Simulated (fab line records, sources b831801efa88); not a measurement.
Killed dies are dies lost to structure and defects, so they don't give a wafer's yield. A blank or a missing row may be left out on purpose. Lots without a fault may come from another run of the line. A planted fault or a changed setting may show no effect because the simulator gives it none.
Which tool did it? | flow gf180mcu | 15 lots, 45 wafers sampled, at 4 steps of a route of 602

WHAT THE GAUGES READ, wafer by wafer
The record holds no reading of a measuring or inspecting step that can be judged against a usual standard deviation.

WHICH TOOL RAN EACH LOT (tool, then ch and the chambers of the sampled wafers, then the start)
lot  | GF_V2_ETCH_17                                 | GF_M3_METAL_ETCH_16               | GF_V3_CMP_26                  | GF_M4_SPUTTER_04
L726 | rie_diel-01 ch 1,3, day 21 09:07 or earlier   | rie_metal-01 ch 0,1, day 21 09:07 | cmp-01 ch 0,1, day 22 10:44   | pvd_sputter-01, day 22 11:10
L727 | rie_diel-01 ch 1,2,3, day 21 12:14 or earlier | rie_metal-02 ch 0, day 21 12:14   | cmp-01 ch 0,2, day 22 13:38   | pvd_sputter-04, day 22 14:04
L728 | rie_diel-01 ch 0,2,3, day 21 18:44 or earlier | rie_metal-01 ch 0,1, day 21 18:44 | cmp-01 ch 0,2, day 22 20:05   | pvd_sputter-04, day 22 20:32
L729 | rie_diel-02 ch 0,1, day 22 11:15 or earlier   | rie_metal-04 ch 0,1, day 22 11:15 | cmp-01 ch 2,3, day 23 12:02   | pvd_sputter-01, day 23 12:31
L732 | rie_diel-01 ch 1,3, day 23 10:20 or earlier   | rie_metal-02 ch 1, day 23 10:20   | cmp-02 ch 0,1,3, day 24 11:29 | pvd_sputter-04, day 24 11:58
L733 | rie_diel-01 ch 2,3, day 24 07:54 or earlier   | rie_metal-02 ch 0,1, day 24 07:54 | cmp-02 ch 0,3, day 25 07:56   | pvd_sputter-03, day 25 08:25
L734 | rie_diel-04 ch 0,1,2, day 24 08:17 or earlier | rie_metal-01 ch 0, day 24 08:17   | cmp-01 ch 0,1,2, day 25 08:08 | -
L735 | rie_diel-02 ch 0,2, day 24 15:38 or earlier   | rie_metal-04 ch 1, day 24 15:38   | cmp-02 ch 2,3, day 25 15:41   | -
L736 | rie_diel-04 ch 0,2,3, day 24 23:44 or earlier | rie_metal-04 ch 0,1, day 24 23:44 | cmp-01 ch 0,2,3, day 25 23:20 | -
L738 | rie_diel-01 ch 1,2,3, day 25 15:40 or earlier | rie_metal-04 ch 0,1, day 25 15:40 | cmp-02 ch 0,1, day 26 14:44   | pvd_sputter-01, day 26 15:13
L743 | rie_diel-02 ch 1,3, day 27 05:05 or earlier   | rie_metal-01 ch 0,1, day 27 05:05 | cmp-02 ch 0,1, day 28 03:07   | pvd_sputter-03, day 28 03:36
L745 | rie_diel-02 ch 0,2,3, day 28 07:41 or earlier | rie_metal-04 ch 0,1, day 28 07:41 | cmp-01 ch 1,2,3, day 29 05:14 | pvd_sputter-01, day 29 05:43
L746 | rie_diel-04 ch 0,2,3, day 28 10:08 or earlier | rie_metal-01 ch 0,1, day 28 10:08 | cmp-01 ch 1,2,3, day 29 07:30 | pvd_sputter-04, day 29 07:59
L747 | rie_diel-04 ch 0,2,3, day 28 13:14 or earlier | rie_metal-02 ch 0,1, day 28 13:14 | cmp-01 ch 0,1,3, day 29 12:31 | pvd_sputter-04, day 29 12:54
L748 | rie_diel-04 ch 0,2,3, day 28 17:20 or earlier | rie_metal-02 ch 0,1, day 28 17:20 | cmp-01 ch 0,1, day 29 14:16   | pvd_sputter-03, day 29 14:42
- GF_V2_ETCH_17: etches SiO2 in C4F8/O2/Ar, stops on TiN, target depth 630 nm.
- GF_M3_METAL_ETCH_16: etches the open film in Cl2/BCl3, stops on SiO2, target depth 627.5 nm, time 104.6 s.
- GF_V3_CMP_26: polishes, stops on SiO2, t overpolish 15 s, target thk 0 nm.
- GF_M4_SPUTTER_04: material TiN, target thk 50 nm, time 41.7 s.

WHAT THE TOOLS THEMSELVES READ (means of the sampled wafers that have a number; where no wafer has one, the mark that the record gives instead)
GF_V2_ETCH_17. Usual: oes_product_au 0.856 a.u., standard deviation 0.0047.
lot  | tool        | oes_product_au (a.u.) | flag
L726 | rie_diel-01 | 0.859                 |
L727 | rie_diel-01 | 0.854                 |
L728 | rie_diel-01 | 0.851                 |
L729 | rie_diel-02 | 0.857                 |
L732 | rie_diel-01 | 0.860                 |
L733 | rie_diel-01 | 0.860                 |
L734 | rie_diel-04 | 0.855                 |
L735 | rie_diel-02 | 0.860                 |
L736 | rie_diel-04 | 0.858                 |
L738 | rie_diel-01 | 0.858                 |
L743 | rie_diel-02 | 0.857                 |
L745 | rie_diel-02 | 0.854                 |
L746 | rie_diel-04 | 0.862                 |
L747 | rie_diel-04 | 0.857                 |
L748 | rie_diel-04 | 0.857                 |

GF_M3_METAL_ETCH_16. Usual: drypump_motor_current_A 5.5 A, standard deviation 0.41; oes_product_au 0.971 a.u., standard deviation 0.0066; throttle_valve_pct 28.250 %, standard deviation 0.01.
lot  | tool         | drypump_motor_current_A (A) | oes_product_au (a.u.) | throttle_valve_pct (%) | flag
L726 | rie_metal-01 | 5.6                         | 0.971                 | 28.258                 |
L727 | rie_metal-02 | 6.0                         | 0.977                 | 28.245                 |
L728 | rie_metal-01 | 5.2                         | 0.975                 | 28.237                 |
L729 | rie_metal-04 | 5.5                         | 0.972                 | 28.256                 |
L732 | rie_metal-02 | 5.6                         | 0.973                 | 28.253                 |
L733 | rie_metal-02 | 5.7                         | 0.975                 | 28.248                 |
L734 | rie_metal-01 | 4.8                         | 0.977                 | 28.244                 |
L735 | rie_metal-04 | 5.6                         | 0.969                 | 28.258                 |
L736 | rie_metal-04 | 5.5                         | 0.968                 | 28.251                 |
L738 | rie_metal-04 | 5.5                         | 0.972                 | 28.246                 |
L743 | rie_metal-01 | 5.6                         | 0.972                 | 28.259                 |
L745 | rie_metal-04 | 5.5                         | 0.980                 | 28.238                 |
L746 | rie_metal-01 | 5.6                         | 0.969                 | 28.255                 |
L747 | rie_metal-02 | 5.7                         | 0.971                 | 28.254                 |
L748 | rie_metal-02 | 5.9                         | 0.977                 | 28.238                 |

GF_V3_CMP_26. Usual: edge_zone_pressure_frac 1.000, standard deviation 0.005; head_pressure_psi 3.501 psi, standard deviation 0.008; motor_current_A 11.4 A, standard deviation 0.81; overpolish_run_s 14.999 s, standard deviation 0.01; time_to_endpoint_s 86 s, standard deviation 3.5.
lot  | tool   | edge_zone_pressure_frac | head_pressure_psi (psi) | motor_current_A (A) | overpolish_run_s (s) | time_to_endpoint_s (s) | flag
L726 | cmp-01 | 1.002                   | 3.498                   | 10.8                | 14.994               | 83                     |
L727 | cmp-01 | 1.004                   | 3.504                   | 11.8                | 14.995               | 82                     |
L728 | cmp-01 | 0.999                   | 3.497                   | 11.4                | 15.004               | 87                     |
L729 | cmp-01 | 1.003                   | 3.510                   | 11.6                | 14.998               | 86                     |
L732 | cmp-02 | 0.996                   | 3.495                   | 11.7                | 14.997               | 87                     |
L733 | cmp-02 | 0.995                   | 3.497                   | 11.6                | 14.999               | 92                     |
L734 | cmp-01 | -                       | -                       | -                   | -                    | -                      | OFF
L735 | cmp-02 | -                       | -                       | -                   | -                    | -                      | OFF
L736 | cmp-01 | -                       | -                       | -                   | -                    | -                      | OFF
L738 | cmp-02 | 1.005                   | 3.498                   | 11.9                | 15.003               | 84                     |
L743 | cmp-02 | 1.003                   | 3.506                   | 11.8                | 14.999               | 86                     |
L745 | cmp-01 | 1.000                   | 3.495                   | 11.4                | 15.003               | 84                     |
L746 | cmp-01 | 0.997                   | 3.507                   | 11.1                | 14.991               | 85                     |
L747 | cmp-01 | 0.996                   | 3.499                   | 11.0                | 15.006               | 86                     |
L748 | cmp-01 | 1.001                   | 3.507                   | 10.2                | 15.006               | 81                     |

GF_M4_SPUTTER_04. Usual: throttle_valve_pct 29.8 %, standard deviation 1.
lot  | tool           | throttle_valve_pct (%) | flag
L726 | pvd_sputter-01 | 29.4                   |
L727 | pvd_sputter-04 | 29.9                   |
L728 | pvd_sputter-04 | 29.5                   |
L729 | pvd_sputter-01 | 28.0                   |
L732 | pvd_sputter-04 | 29.7                   |
L733 | pvd_sputter-03 | 29.8                   |
L738 | pvd_sputter-01 | 29.2                   |
L743 | pvd_sputter-03 | 30.9                   |
L745 | pvd_sputter-01 | 28.9                   |
L746 | pvd_sputter-04 | 30.1                   |
L747 | pvd_sputter-04 | 30.0                   |
L748 | pvd_sputter-03 | 29.8                   |

THE ANSWER, worked out from the rows above alone
Rule: a lot is off if the mean of its wafers that have a number lies more than 3 standard deviations from the usual mean. A lot without any number at a reading at which 4 lots or more have one is off too. The other lots that the step has rows for count as sound. The gauges are gone through in route order, then the tools' own readings, and for those a lot's mean is taken as printed above. The first step at which some lot is off is used, and at that step the reading that is off furthest; a lot without a number counts as furthest.
Off: L734, L735, L736, at GF_V3_CMP_26 (edge_zone_pressure_frac). Without a number there: L734, L735, L736.
A tool fits if, at that step or a process step before it, it ran every lot that is off, and no sound lot after the first of them. GF_V2_ETCH_17 gives no start for some lots, so the hours and the order of its lots are those of GF_M3_METAL_ETCH_16. None of those tried fits.

WHAT THE SIMULATOR HAD PUT IN
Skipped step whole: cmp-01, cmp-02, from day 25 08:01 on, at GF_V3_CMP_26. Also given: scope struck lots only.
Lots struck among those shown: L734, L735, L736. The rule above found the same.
